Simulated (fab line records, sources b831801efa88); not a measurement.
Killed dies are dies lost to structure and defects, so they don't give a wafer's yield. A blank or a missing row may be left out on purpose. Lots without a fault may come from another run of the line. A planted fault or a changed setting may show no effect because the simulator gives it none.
One fault seen from 2 desks | flow sky130 | each desk has only its own numbers; what lay behind them comes last

THE TOOL OWNER'S DESK: litho_track-02
The tool's own readings at SKY_CONTACT_COAT_08 (resist thk 60 nm): means of the sampled wafers that have a number, for each lot that ran on this tool. A lot is out of limits, marked OUT, if its mean lies more than 4 standard deviations from the usual mean; the brackets give that distance.
Columns: A = spin_speed_rpm at SKY_CONTACT_COAT_08, usual 2999.9 rpm
lot  | first seen here | A
L856 | day 30 21:25    | 2999.6
L865 | day 34 09:46    | 2901.5 (-49) OUT
L869 | day 35 16:58    | 2899.3 (-50) OUT
This desk's finding: out of limits on L865, L869; first on L865, day 34 09:46 (spin_speed_rpm at SKY_CONTACT_COAT_08). In limits: L856.

THE METROLOGY DESK
What the gauges read, lot by lot, whatever tool the lot ran on: means of the sampled wafers that have a number. A lot is out of limits, marked OUT, if its mean lies more than 4 standard deviations from the usual mean; the brackets give that distance.
Columns: A = CONTACT_CVD_00_THK at SKY_CONTACT_THK_MEAS_01, usual 74.8 nm; B = CONTACT_HDPCVD_THK at SKY_CONTACT_THK_MEAS_03, usual 568 nm; C = CONTACT_BOW at SKY_CONTACT_BOW_MEAS_05, usual 81 um; D = cd_nm at SKY_CONTACT_CD_MEAS_14, usual 170.3 nm; E = CONTACT_OVL at SKY_CONTACT_OVL_MEAS_15, usual 0 nm
lot  | first seen here | A    | B   | C  | D     | E
L856 | day 30 07:29    | 75.0 | 566 | 80 | 169.9 | -7
L858 | day 30 23:20    | 74.4 | 560 | 78 | 169.7 | 3
L865 | day 33 20:37    | 75.1 | 570 | 78 | 169.1 | -3
L869 | day 35 03:43    | 74.5 | 568 | 82 | 169.8 | 0
L874 | day 36 13:14    | 75.4 | 568 | 89 | 171.5 | -3
L876 | day 37 04:48    | 73.5 | 574 | 85 | 170.1 | -3
This desk's finding: nothing out of limits on any of the 6 lots.

PUT TOGETHER
The tool owner's desk could have raised an alarm at day 34 09:46, on L865, L869.
The metrology desk saw nothing out of limits.
The metrology desk has L865, L869 on record, within its limits.
Of the lots named, all ran SKY_CONTACT_COAT_08 on litho_track-02.

WHAT THE SIMULATOR HAD PUT IN
Process parameter drift: litho_track-02, from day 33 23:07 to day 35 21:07, at SKY_CONTACT_COAT_08. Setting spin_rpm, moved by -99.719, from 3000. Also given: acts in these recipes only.
Lots struck among those shown: L865, L869.
Hours from the fault's start to each desk's first reading out of limits: the tool owner's desk, 11.
